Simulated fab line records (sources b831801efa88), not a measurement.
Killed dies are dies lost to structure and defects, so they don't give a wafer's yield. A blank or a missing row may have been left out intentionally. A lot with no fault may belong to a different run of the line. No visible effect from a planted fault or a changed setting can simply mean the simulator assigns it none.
Chamber matching    flow sky130    SKY_FIELD_ISO_CVD_24 on hdpcvd-02 has 3 sister chambers
The step deposits SiO2, target thk 595 nm, time 99.2 s. 3 wafers are shown with their chamber, then 8 later ones without.

WAFERS WITH THEIR CHAMBER
wafer   chamber  sih4 flow sccm (sccm)
L406.1  1        59.88
L406.2  0        59.97
L409.1  2        59.67

WAFERS WHOSE CHAMBER IS MISSING
wafer   sih4 flow sccm (sccm)
L409.4  59.98
L409.6  60.19
L412.2  59.92
L412.3  59.82
L412.6  59.97
L413.1  59.96
L413.2  59.92
L413.3  60.07

THE CHAMBER EACH PASSED THROUGH
wafer   from the rows above           in truth
L409.4  can't be placed: 0 or 1       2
L409.6  can't be placed: 0 or 1       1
L412.2  can't be placed: 1 or 0       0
L412.3  can't be placed: 1 or 0 or 2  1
L412.6  can't be placed: 0 or 1       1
L413.1  can't be placed: 0 or 1       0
L413.2  can't be placed: 1 or 0       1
L413.3  can't be placed: 0 or 1       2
Correct placement for 0 of the 8. Cannot be placed on the basis of these rows: 8; the candidates contain the true chamber in 6. Wrongly placed: 0.
How it was worked out, from the rows above alone: a wafer's distance from a chamber is the root of the sum, over the readings, of the square of ((its reading less the chamber's mean) divided by the reading's scatter). If the next closest chamber is less than 2 further off than the closest, the wafer can't be placed; otherwise it belongs to the closest. Each chamber's mean is taken over the wafers shown for it. The scatter (one wafer shown for each chamber): square how far every hidden wafer sits from the nearest shown wafer, average those squares and take the square root.
